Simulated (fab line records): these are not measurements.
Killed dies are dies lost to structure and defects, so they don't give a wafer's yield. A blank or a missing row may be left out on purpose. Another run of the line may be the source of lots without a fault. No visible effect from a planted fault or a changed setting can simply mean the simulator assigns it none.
What tool caused it?	flow sky130	18 wafers from 6 lots sampled at 5 of the route's 708 steps

WHAT THE GAUGES READ, wafer by wafer
SKY_PASSIVATION_THK_MEAS_03.
lot	measured	on	PASSIVATION_CVD_02_THK (nm)
L651	day 44 13:39	film metro-04	536 538 550
L653	day 45 02:42	film metro-02	520 532 541
L654	day 45 11:23	film metro-03	545 536 535
L657	day 46 02:04	film metro-03	531 529 534
L668	day 48 14:10	film metro-03	954 980 980 954 981 980
L672	day 49 07:31	film metro-03	531 542 545

EACH LOT AND THE TOOL THAT RAN IT (in order: tool; ch and the chambers of the sampled wafers; start)
lot	SKY_CAPM_SPUTTER_02	SKY_METAL3_METAL_ETCH_18	SKY_METAL4_ETCH_16	SKY_PASSIVATION_CVD_02
L651	pvd sputter-03, day 37 03:02	rie metal-04 ch 0,1, day 39 07:26	rie metal-03 ch 0,1, day 42 12:13	pecvd-02 ch 1,2, day 44 13:26
L653	pvd sputter-03, day 37 21:05	rie metal-02 ch 0,1, day 40 00:05	rie metal-02 ch 0,1, day 43 02:43	pecvd-04 ch 0,1,2, day 45 02:28
L654	pvd sputter-03, day 38 05:16	rie metal-02 ch 0,1, day 40 08:17	rie metal-02 ch 0,1, day 43 11:36	pecvd-01 ch 1,2, day 45 11:08
L657	pvd sputter-03, day 39 01:29	rie metal-02 ch 0,1, day 41 03:41	rie metal-03 ch 0,1, day 44 04:01	pecvd-04 ch 1,2, day 46 01:49
L668	pvd sputter-04, day 41 23:34	rie metal-04 ch 0,1, day 43 22:44	rie metal-01 ch 0,1, day 46 19:16	pecvd-01 ch 0,1,2, day 48 13:57
L672	pvd sputter-04, day 42 23:43	rie metal-04 ch 0,1, day 44 21:38	rie metal-03 ch 0,1, day 47 14:52	pecvd-02 ch 0,1,2, day 49 07:17
- SKY_CAPM_SPUTTER_02: material TiN, target thk 200 nm, time 166.7 s.
- SKY_METAL3_METAL_ETCH_18: etches the open film in Cl2/BCl3, stops on SiO2, target depth 845 nm, time 183.1 s.
- SKY_METAL4_ETCH_16: etches BARC in N2/H2, stops on SiO2, time 88.2 s, target depth 60 nm.
- SKY_PASSIVATION_CVD_02: deposits Si3N4, target thk 540 nm.

THE ANSWER, worked out from the rows above alone
Rule: usual is defined by the lots themselves. Put in order of their means at a reading, lots are off if they are a third of the lots or fewer, leave a main group of 4 or more, and stand apart from it by a gap of 3 or more times the standard deviation of the main group's means; of several such gaps the widest counts. If all means in a main group match to the digits the tables above print for the reading, that group is not used. A lot without any number at a reading at which 4 lots or more have one is off too. The other lots that the step has rows for count as sound.
Off: L668, seen at SKY_PASSIVATION_THK_MEAS_03 (PASSIVATION_CVD_02_THK). Mean 536 nm and standard deviation 4.3 in the main group.
If a tool, at a process step before that reading, ran all the lots that are off and no sound lot after the first of them, it fits. Gauges at SKY_PASSIVATION_THK_MEAS_03: tried the same way as those tools. Undecided on this evidence; 2 tools fit (rie metal-01 at SKY_METAL4_ETCH_16, pecvd-01 at SKY_PASSIVATION_CVD_02).

WHAT THE SIMULATOR PUT IN
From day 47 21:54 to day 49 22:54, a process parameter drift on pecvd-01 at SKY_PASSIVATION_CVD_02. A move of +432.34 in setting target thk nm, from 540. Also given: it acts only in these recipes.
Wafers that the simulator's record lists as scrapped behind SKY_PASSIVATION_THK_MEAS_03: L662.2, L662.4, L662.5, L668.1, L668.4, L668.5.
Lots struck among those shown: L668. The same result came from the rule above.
